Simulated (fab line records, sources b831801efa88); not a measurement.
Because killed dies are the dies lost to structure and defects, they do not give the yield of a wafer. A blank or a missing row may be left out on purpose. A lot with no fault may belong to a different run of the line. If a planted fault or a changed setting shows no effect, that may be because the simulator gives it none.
A struck lot beside a sound one | flow sky130 | 14 out of 708 route steps
Sound: these wafers, L186.4, L186.5, L186.6. Wafers struck: L179.2, L179.3, L179.5. The cause is named last.
At each step with rows: each side's tool, then ch and its chambers, then its first start. Under that, the readings that differ: sound wafers | struck wafers | difference of the means | sigmas: that difference in standard deviations of wafers without a fault.
alike: same words and numbers on both sides, and readings whose means sit less than 2 such deviations apart. not compared: any withheld reading, any reading some wafer has no value for, any bound like >300 that may hide the same value, and any number with overlapping values for which the record gives no deviation.
A row with sigmas, a row that says differs or no value, or rows on one side alone: a step with any of these is where the two part. Numbers that have no deviation but don't overlap get no sigmas and don't part them. A reading that every wafer of one side lacks parts them only if that side has two wafers or more.

first, 4 steps without rows for these wafers: SKY_CONTACT_STRIP_19 (strips in O2/N2); SKY_CONTACT_STRIP_20 (strips in post etch residue remover, time 1200 s); SKY_CONTACT_CLEAN_21 (cleans in IPA, time 180 s); SKY_CONTACT_CLEAN_22 (cleans in O3/DIW).
SKY_CONTACT_SPUTTER_23: material TiN, target thk 20 nm, time 80 s.
  struck on pvd_sputter-01, day 34 14:58; sound on pvd_sputter-04, day 36 16:37
  alike: cathode_dc_power_W, chamber_pressure_pa, throttle_valve_pct
SKY_CONTACT_CVD_24: deposits W, target thk 340 nm, time 102.12 s.
  sound on cvd_w-01 ch 0, day 36 16:48; struck on cvd_w-01 ch 0,1, day 34 15:02
  alike: heater_power_w
SKY_CONTACT_RS_MEAS_25: a four-point-probe measurement.
  struck on film_metro-04, day 34 15:10; sound on film_metro-02, day 36 16:58
  alike: CONTACT_W_RS
SKY_CONTACT_THK_MEAS_26: measures by xrf.
  struck on film_metro-04, day 34 15:16; sound on film_metro-02, day 36 17:04
  alike: CONTACT_W_THK
SKY_CONTACT_CMP_27: polishes, stops on SiO2, t overpolish 15 s, target thk 0 nm.
  sound on cmp-01 ch 0,1,3, day 36 17:14; struck on cmp-02 ch 0,2, day 34 15:19
  reading                | sound          | struck         | difference | sigmas
  time_to_endpoint_s (s) | 76.4 78.0 74.5 | 79.4 82.7 86.2 | +6.5       | +2
  alike: motor_current_A, overpolish_run_s, retaining_ring_pressure_frac
SKY_METAL1_SPUTTER_00: material Ti, target thk 15 nm, time 10 s.
  struck on pvd_sputter-03, day 34 15:37; sound on pvd_sputter-03, day 36 17:23
  alike: cathode_dc_power_W, chamber_pressure_pa, throttle_valve_pct
SKY_METAL1_SPUTTER_01: material TiN, target thk 20 nm, time 16.7 s.
  struck on pvd_sputter-03, day 34 15:38; sound on pvd_sputter-03, day 36 17:25
  alike: cathode_dc_power_W, chamber_pressure_pa, throttle_valve_pct
then, 1 step without rows for these wafers: SKY_METAL1_SPUTTER_02 (material AlCu, target thk 250 nm, time 13.3 s).
SKY_METAL1_SPUTTER_03: material Ti, target thk 5 nm, time 3.3 s.
  struck on pvd_sputter-03, day 34 15:41; sound on pvd_sputter-03, day 36 17:28
  no value came back on the struck wafers for cathode_dc_power_W (W), chamber_pressure_pa (Pa), throttle_valve_pct (%); on the sound wafers cathode_dc_power_W (W) reads 3000.2 3000.7 2999.6
then, 1 step without rows for these wafers: SKY_METAL1_SPUTTER_04 (material TiN, target thk 70 nm, time 58.3 s).

## WHERE THEY PART
First at SKY_CONTACT_CMP_27; last, within this record, at SKY_METAL1_SPUTTER_03.

WHY: whatever the simulator had introduced
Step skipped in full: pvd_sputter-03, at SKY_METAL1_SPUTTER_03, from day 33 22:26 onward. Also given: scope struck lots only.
